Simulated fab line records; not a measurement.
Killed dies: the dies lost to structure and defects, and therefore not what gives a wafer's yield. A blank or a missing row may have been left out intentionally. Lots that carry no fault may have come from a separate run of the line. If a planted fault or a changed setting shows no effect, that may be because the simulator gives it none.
8D (eight disciplines) problem report, filled in by code / flow gf180mcu / the parts of the form that need people (team, actions taken, sign-off) are left out

1. PROBLEM STATEMENT
oes-product-au at GF_CONTACT_STRIP_18 reads a mean of 0.601 a.u. on 2 wafers of 2 lots; wafers without a fault read 0.580 a.u. with a standard deviation of 0.0049. That is +4.3 standard deviations from the usual mean.
The step: strips in O2/N2.
The first sign was on wafer L466.5 at day 19 16:51, on plasma-asher-04. The record holds 39 wafers of 13 lots with a number at this step. Rule for "out", or "out of limits": more than 4 standard deviations from the usual mean. The rest of the wafers with a number are treated as sound.

2. WHAT IT IS, AND WHAT IT ISN'T
question=which readings at this step | is=oes-product-au | is not=drypump-motor-current-A, heater-power-w
question=which lots | is=L466, L467 | is not=L458, L459, L460, L461, L463, L474, L475, L476, L477, L478, L479
question=which wafers of those lots | is=L466.5, L467.6 | is not=L466.1, L466.3, L467.1, L467.2
question=read on which tools | is=plasma-asher-02, plasma-asher-04 | is not=plasma-asher-03
question=when | is=from day 19 16:51 | is not=up to then (17 sound wafers); but 20 sound wafers of L467, L474, L475, L476, L477, L478, L479 came after

3. THE SUSPECTS, EACH WITH WHAT RULES IT OUT
Counting: a tool at a process step up to the reading stays a suspect if it ran every lot that is out. Sound lots after the first of them don't rule it out here, since some wafers of a struck lot are sound.
- rie-diel-02 at GF_CONTACT_ETCH_16 (etches BARC in N2/H2): kept. Ran every lot that is out, first one L466 (day 19 16:41); last sound lot up to then L463 (day 18 05:05).
- rie-diel-02 at GF_CONTACT_ETCH_17 (etches SiO2 in C4F8/O2/Ar, stops on CoSi2, target depth 860 nm): kept. Ran every lot that is out, first one L466 (day 19 16:00); last sound lot up to then L463 (day 18 05:00).
- Within rie-diel-02 at GF_CONTACT_ETCH_16: the wafers that are out ran in chamber 0; their sound lot-mates ran in chambers 1, 2, 3.
- Within rie-diel-02 at GF_CONTACT_ETCH_17: the wafers that are out ran in chamber 0; their sound lot-mates ran in chambers 1, 2, 3.
What counting leaves: rie-diel-02 at GF_CONTACT_ETCH_16 and rie-diel-02 at GF_CONTACT_ETCH_17.

4. THE CAUSE (what the simulator had put in)
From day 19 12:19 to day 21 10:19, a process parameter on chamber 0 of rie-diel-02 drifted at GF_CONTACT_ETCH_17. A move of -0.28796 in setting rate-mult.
2 suspects survive the count, and this tool is in that group.

5. SEQUENCE OF EFFECTS, ordered by route
Each row: a reading whose mean over the struck wafers that have a number lies more than 3 standard deviations from the usual. Readings are gone through only where the record gives a usual standard deviation; hours: the median, over the lots, of the time from a lot's start at the first step in this table giving one to that lot's start at this step; sigmas: the change measured in usual standard deviations.
hours=0; step=GF_CONTACT_STRIP_18; reading=oes-product-au; usual=0.580 a.u.; on struck wafers=0.601; change=+0.021; sigmas=+4.3
hours=298; step=GF_PASSIVATION_PROBE_99; reading=killed-at-contacts; usual=5.3; on struck wafers=249.5; change=+244.2; sigmas=+99 or more
hours=298; step=GF_PASSIVATION_PROBE_99; reading=killed-dies; usual=46; on struck wafers=284; change=+238; sigmas=+35
Here are the process steps it includes:
- GF_CONTACT_STRIP_18: strips in O2/N2.
- GF_PASSIVATION_PROBE_99

6. WHAT WOULD HAVE CAUGHT IT SOONER
The fault began at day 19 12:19; the first out-of-limits reading in this record came at day 19 16:51, 5 hours later.
No tool reading at GF_CONTACT_ETCH_17 that has a usual standard deviation in the record was out on any struck wafer, so an alarm limit of 4 standard deviations on those readings would not have fired.
L467, from the lots that are out (2), started GF_CONTACT_ETCH_17 on rie-diel-02 later than day 19 16:51. Putting the tool on hold at that point would have spared it.
